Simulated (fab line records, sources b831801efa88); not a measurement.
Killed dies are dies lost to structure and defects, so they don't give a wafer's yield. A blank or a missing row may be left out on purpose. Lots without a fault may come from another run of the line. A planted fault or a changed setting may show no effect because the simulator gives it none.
A struck lot beside a sound one | flow gf180mcu | 17 steps out of a route of 602
Sound: wafers L807.3, L807.5, L807.6. Struck: wafers L820.1, L820.5, L820.6. The cause comes at the end.
At each step with rows: each side's tool, then ch and its chambers, then its first start. Under that, the readings that differ: sound wafers | struck wafers | difference of the means | sigmas: that difference in standard deviations of wafers without a fault.
alike: readings whose means differ by less than 2 such deviations, and words and numbers that are the same on both sides. not compared: withheld readings, readings that some wafer has no value for, bounds like >300 that may hide the same value, and numbers for which the record gives no deviation and whose values overlap.
The two part at a step that has a row with sigmas, a row that says differs or no value, or rows on one side only. Numbers that don't overlap but have no deviation are shown without sigmas and don't part them. A reading that every wafer of one side lacks parts them only if that side has two wafers or more.

first, 3 steps without rows for these wafers: GF_V4_EXPOSE_11 (exposes mask Via4, target cd 260 nm); GF_V4_PEB_12 (peb time 90 s); GF_V4_DEVELOP_13 (develop time 60 s).
GF_V4_CD_MEAS_14: target cd 260 nm.
  sound on cd_sem-02, day 24 08:19; struck on cd_sem-02, day 28 18:19
  alike: cd_nm
GF_V4_OVL_MEAS_15:
  sound on overlay-01, day 24 08:25; struck on overlay-02, day 28 18:26
  alike: V4_OVL
GF_V4_ETCH_16: etches BARC in N2/H2.
  sound on rie_diel-04 ch 0,3, day 24 08:26; struck on rie_diel-02 ch 1,2,3, day 28 18:28
  alike: drypump_motor_current_A, oes_product_au, throttle_valve_pct
GF_V4_ETCH_17: etches SiO2 in C4F8/O2/Ar, stops on TiN, target depth 630 nm.
  sound on rie_diel-04 ch 0,3; struck on rie_diel-02 ch 1,2,3
  alike: oes_product_au
GF_V4_STRIP_18: strips in O2/N2.
  sound on plasma_asher-02 ch 0,1, day 24 08:35; struck on plasma_asher-02 ch 0,1, day 28 18:36
  alike: drypump_motor_current_A, heater_power_w, oes_product_au, platen_temp_c
  not compared: rf_hours_counter_h
then, 3 steps without rows for these wafers: GF_V4_STRIP_19 (strips in post etch residue remover, time 1200 s); GF_V4_CLEAN_20 (cleans in DIW); GF_V4_SPUTTER_21 (material Ti, target thk 15 nm, time 80.02 s).
GF_V4_SPUTTER_22: material TiN, target thk 10 nm, time 40 s.
  sound on pvd_sputter-01, day 24 09:10; struck on pvd_sputter-03, day 28 19:12
  alike: throttle_valve_pct
GF_V4_CVD_23: deposits W, target thk 350 nm, time 104.9 s.
  sound on cvd_w-02 ch 0,1, day 24 09:14; struck on cvd_w-02 ch 0,1, day 28 19:14
  reading                          | sound             | struck            | difference | sigmas
  chamber_pressure_Torr (Torr)     | 40.03 40.03 39.98 | 33.70 33.87 34.07 | -6.13      | -70
  model.W_of_V4_CVD_23.thk_nm (nm) | 356.6 346.5 351.4 | 323.9 327.2 324.3 | -26.4      |
  alike: heater_power_w
GF_V4_RS_MEAS_24: measures by four-point-probe.
  sound on film_metro-02, day 24 09:21; struck on film_metro-02, day 28 19:21
  reading          | sound             | struck            | difference | sigmas
  V4_W_RS (ohm/sq) | 0.322 0.331 0.326 | 0.354 0.350 0.353 | +0.026     | +8
GF_V4_THK_MEAS_25: measures by xrf.
  sound on film_metro-02, day 24 09:27; struck on film_metro-02, day 28 19:28
  reading       | sound       | struck      | difference | sigmas
  V4_W_THK (nm) | 385 371 380 | 347 351 345 | -31        | -7
GF_V4_CMP_26: polishes, stops on SiO2, t overpolish 15 s, target thk 0 nm.
  sound on cmp-02 ch 2,3, day 24 09:32; struck on cmp-02 ch 1,2,3, day 28 19:41
  alike: motor_current_A
-- the record jumps here: 4 days lie between the struck wafers' starts before and after (it left off in module V4 and takes up again in module PASSIVATION, whose first step shown is number 602 of the route) --
GF_PASSIVATION_PROBE_99:
  the record has rows for the struck wafers here (prober-01, day 32 20:43) and none for the sound ones

WHERE THEY PART
First at GF_V4_CVD_23; last, within this record, at GF_PASSIVATION_PROBE_99.

WHY: what the simulator had put in
Process parameter drift: cvd_w-02, from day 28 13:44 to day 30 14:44, at GF_V4_CVD_23. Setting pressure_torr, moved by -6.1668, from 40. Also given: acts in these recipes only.
